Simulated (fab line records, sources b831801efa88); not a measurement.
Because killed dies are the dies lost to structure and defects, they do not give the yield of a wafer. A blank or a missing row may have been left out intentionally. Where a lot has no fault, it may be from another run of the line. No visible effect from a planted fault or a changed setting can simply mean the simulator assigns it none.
Which tool is to blame? / flow gf180mcu / 42 wafers from 14 lots sampled at 4 of the route's 602 steps

== WHAT EACH GAUGE READ, for each wafer ==
The record holds no reading of a measuring or inspecting step that can be judged against a usual standard deviation.

== TOOL THAT RAN EACH LOT (tool first, then ch and the chambers of the sampled wafers, then the start) ==
lot=L224; GF_STI_EXPOSE_09=krfScanner-01 ch 0, day 2 02:11; GF_CONTACT_ETCH_17=rieDiel-03 ch 0,3, day 20 18:49 or earlier; GF_V2_SPUTTER_21=pvdSputter-03, day 20 18:49; GF_V3_CMP_04=cmp-02 ch 1,2,3, day 21 20:35
lot=L225; GF_STI_EXPOSE_09=krfScanner-01 ch 0, day 2 05:40; GF_CONTACT_ETCH_17=rieDiel-03 ch 0,2,3, day 21 02:38 or earlier; GF_V2_SPUTTER_21=pvdSputter-01, day 21 02:38; GF_V3_CMP_04=cmp-02 ch 0,1,2, day 22 03:49
lot=L226; GF_STI_EXPOSE_09=krfScanner-02 ch 0, day 2 11:57; GF_CONTACT_ETCH_17=rieDiel-01 ch 1,2,3, day 21 12:26 or earlier; GF_V2_SPUTTER_21=pvdSputter-01, day 21 12:26; GF_V3_CMP_04=cmp-02 ch 0,1,3, day 22 13:44
lot=L227; GF_STI_EXPOSE_09=krfScanner-01 ch 0, day 2 16:32; GF_CONTACT_ETCH_17=rieDiel-04 ch 2,3, day 22 00:12 or earlier; GF_V2_SPUTTER_21=pvdSputter-04, day 22 00:12; GF_V3_CMP_04=cmp-01 ch 0,3, day 23 00:48
lot=L230; GF_STI_EXPOSE_09=krfScanner-02 ch 0, day 3 08:05; GF_CONTACT_ETCH_17=rieDiel-03 ch 1,2, day 23 02:35 or earlier; GF_V2_SPUTTER_21=pvdSputter-03, day 23 02:35; GF_V3_CMP_04=cmp-02 ch 0,3, day 24 03:37
lot=L231; GF_STI_EXPOSE_09=krfScanner-01 ch 0, day 3 12:44; GF_CONTACT_ETCH_17=rieDiel-01 ch 0,2,3, day 23 10:29 or earlier; GF_V2_SPUTTER_21=pvdSputter-04, day 23 10:29; GF_V3_CMP_04=cmp-01 ch 1,2,3, day 24 11:18
lot=L232; GF_STI_EXPOSE_09=krfScanner-01 ch 0, day 3 17:46; GF_CONTACT_ETCH_17=rieDiel-04 ch 1,2, day 23 15:04 or earlier; GF_V2_SPUTTER_21=pvdSputter-03, day 23 15:04; GF_V3_CMP_04=cmp-01 ch 0,2, day 24 15:53
lot=L233; GF_STI_EXPOSE_09=krfScanner-01, day 3 23:46; GF_CONTACT_ETCH_17=-; GF_V2_SPUTTER_21=-; GF_V3_CMP_04=-
lot=L234; GF_STI_EXPOSE_09=krfScanner-02, day 4 03:05; GF_CONTACT_ETCH_17=-; GF_V2_SPUTTER_21=-; GF_V3_CMP_04=-
lot=L238; GF_STI_EXPOSE_09=krfScanner-02 ch 0, day 4 23:44; GF_CONTACT_ETCH_17=rieDiel-01 ch 0,1,2, day 25 14:26 or earlier; GF_V2_SPUTTER_21=pvdSputter-01, day 25 14:26; GF_V3_CMP_04=cmp-02 ch 1,2,3, day 26 13:38
lot=L243; GF_STI_EXPOSE_09=krfScanner-01 ch 0, day 6 01:06; GF_CONTACT_ETCH_17=rieDiel-04 ch 0,1,2, day 27 04:57 or earlier; GF_V2_SPUTTER_21=pvdSputter-01, day 27 04:57; GF_V3_CMP_04=cmp-02 ch 2,3, day 28 03:50
lot=L244; GF_STI_EXPOSE_09=krfScanner-02 ch 0, day 6 06:35; GF_CONTACT_ETCH_17=rieDiel-04 ch 1,2,3, day 27 12:37 or earlier; GF_V2_SPUTTER_21=pvdSputter-04, day 27 12:37; GF_V3_CMP_04=cmp-01 ch 0,1,3, day 28 10:02
lot=L245; GF_STI_EXPOSE_09=krfScanner-01 ch 0, day 6 11:18; GF_CONTACT_ETCH_17=rieDiel-03 ch 0,1,3, day 27 21:10 or earlier; GF_V2_SPUTTER_21=pvdSputter-03, day 27 21:10; GF_V3_CMP_04=cmp-01 ch 0,1,2, day 28 18:02
lot=L246; GF_STI_EXPOSE_09=krfScanner-02 ch 0, day 6 16:25; GF_CONTACT_ETCH_17=rieDiel-03 ch 0,1, day 27 23:10 or earlier; GF_V2_SPUTTER_21=pvdSputter-03, day 27 23:10; GF_V3_CMP_04=cmp-01 ch 0,1,3, day 28 20:32
- GF_STI_EXPOSE_09: exposes mask COMP, target cd 220 nm.
- GF_CONTACT_ETCH_17: etches SiO2 in C4F8/O2/Ar, stops on CoSi2, target depth 860 nm.
- GF_V2_SPUTTER_21: material Ti, target thk 15 nm, time 80.02 s.
- GF_V3_CMP_04: polishes SiO2.

== WHAT THE TOOLS THEMSELVES READ (means of the sampled wafers that have a number; where no wafer has one, the mark that the record gives instead) ==
GF_STI_EXPOSE_09.
lot=L224; tool=krfScanner-01; exposureDoseMJCm2=28.040; focusOffsetNm (nm)=-0.3
lot=L225; tool=krfScanner-01; exposureDoseMJCm2=27.986; focusOffsetNm (nm)=-0.1
lot=L226; tool=krfScanner-02; exposureDoseMJCm2=28.013; focusOffsetNm (nm)=-0.1
lot=L227; tool=krfScanner-01; exposureDoseMJCm2=28.000; focusOffsetNm (nm)=0.2
lot=L230; tool=krfScanner-02; exposureDoseMJCm2=27.992; focusOffsetNm (nm)=-0.6
lot=L231; tool=krfScanner-01; exposureDoseMJCm2=28.030; focusOffsetNm (nm)=-0.5
lot=L232; tool=krfScanner-01; exposureDoseMJCm2=27.988; focusOffsetNm (nm)=-0.5
lot=L233; tool=krfScanner-01; exposureDoseMJCm2=-; focusOffsetNm (nm)=-
lot=L234; tool=krfScanner-02; exposureDoseMJCm2=-; focusOffsetNm (nm)=-
lot=L238; tool=krfScanner-02; exposureDoseMJCm2=28.002; focusOffsetNm (nm)=0.1
lot=L243; tool=krfScanner-01; exposureDoseMJCm2=28.012; focusOffsetNm (nm)=0.4
lot=L244; tool=krfScanner-02; exposureDoseMJCm2=28.005; focusOffsetNm (nm)=0.6
lot=L245; tool=krfScanner-01; exposureDoseMJCm2=27.961; focusOffsetNm (nm)=0.5
lot=L246; tool=krfScanner-02; exposureDoseMJCm2=28.025; focusOffsetNm (nm)=-0.4

GF_CONTACT_ETCH_17.
lot=L224; tool=rieDiel-03; oesProductAu (a.u.)=0.817
lot=L225; tool=rieDiel-03; oesProductAu (a.u.)=0.812
lot=L226; tool=rieDiel-01; oesProductAu (a.u.)=0.813
lot=L227; tool=rieDiel-04; oesProductAu (a.u.)=0.811
lot=L230; tool=rieDiel-03; oesProductAu (a.u.)=0.815
lot=L231; tool=rieDiel-01; oesProductAu (a.u.)=0.821
lot=L232; tool=rieDiel-04; oesProductAu (a.u.)=0.814
lot=L238; tool=rieDiel-01; oesProductAu (a.u.)=0.811
lot=L243; tool=rieDiel-04; oesProductAu (a.u.)=0.816
lot=L244; tool=rieDiel-04; oesProductAu (a.u.)=0.812
lot=L245; tool=rieDiel-03; oesProductAu (a.u.)=0.813
lot=L246; tool=rieDiel-03; oesProductAu (a.u.)=0.815

GF_V2_SPUTTER_21.
lot=L224; tool=pvdSputter-03; throttleValvePct (%)=29.9
lot=L225; tool=pvdSputter-01; throttleValvePct (%)=30.4
lot=L226; tool=pvdSputter-01; throttleValvePct (%)=30.4
lot=L227; tool=pvdSputter-04; throttleValvePct (%)=31.0
lot=L230; tool=pvdSputter-03; throttleValvePct (%)=30.2
lot=L231; tool=pvdSputter-04; throttleValvePct (%)=29.2
lot=L232; tool=pvdSputter-03; throttleValvePct (%)=30.2
lot=L238; tool=pvdSputter-01; throttleValvePct (%)=31.1
lot=L243; tool=pvdSputter-01; throttleValvePct (%)=30.4
lot=L244; tool=pvdSputter-04; throttleValvePct (%)=30.4
lot=L245; tool=pvdSputter-03; throttleValvePct (%)=30.3
lot=L246; tool=pvdSputter-03; throttleValvePct (%)=29.9

GF_V3_CMP_04.
lot=L224; tool=cmp-02; motorCurrentA (A)=12.8; timeToEndpointS (s)=80
lot=L225; tool=cmp-02; motorCurrentA (A)=12.3; timeToEndpointS (s)=88
lot=L226; tool=cmp-02; motorCurrentA (A)=12.0; timeToEndpointS (s)=71
lot=L227; tool=cmp-01; motorCurrentA (A)=13.4; timeToEndpointS (s)=71
lot=L230; tool=cmp-02; motorCurrentA (A)=13.0; timeToEndpointS (s)=82
lot=L231; tool=cmp-01; motorCurrentA (A)=13.9; timeToEndpointS (s)=75
lot=L232; tool=cmp-01; motorCurrentA (A)=11.1; timeToEndpointS (s)=74
lot=L238; tool=cmp-02; motorCurrentA (A)=12.2; timeToEndpointS (s)=79
lot=L243; tool=cmp-02; motorCurrentA (A)=12.7; timeToEndpointS (s)=77
lot=L244; tool=cmp-01; motorCurrentA (A)=12.6; timeToEndpointS (s)=71
lot=L245; tool=cmp-01; motorCurrentA (A)=11.9; timeToEndpointS (s)=72
lot=L246; tool=cmp-01; motorCurrentA (A)=12.8; timeToEndpointS (s)=74

== THE ANSWER, worked out from the rows above alone ==
Rule: the lots themselves supply what counts as usual. Put in order of their means at a reading, lots are off if they are a third of the lots or fewer, leave a main group of 4 or more, and stand apart from it by a gap of 3 or more times the standard deviation of the main group's means; of several such gaps the widest counts. A main group is skipped when, at the precision printed for the reading in the tables above, its means are all equal. A lot without any number at a reading at which 4 lots or more have one is off too. The other lots that the step has rows for count as sound. First the gauges in route order, then the tools' own readings, where a lot's mean is used as printed above. The first step at which some lot is off is used, and at that step the reading that is off furthest; a lot without a number counts as furthest.
Off: L233, L234 (GF_STI_EXPOSE_09, exposureDoseMJCm2). Without a number there: L233, L234. Mean 28.005 and standard deviation 0.021 in the main group.
If a tool, at that step or one of the process steps before it, ran each lot that is off and ran no sound lot following the first of them, it fits. None of those tried fits.

== WHAT HAD BEEN PUT IN BY THE SIMULATOR ==
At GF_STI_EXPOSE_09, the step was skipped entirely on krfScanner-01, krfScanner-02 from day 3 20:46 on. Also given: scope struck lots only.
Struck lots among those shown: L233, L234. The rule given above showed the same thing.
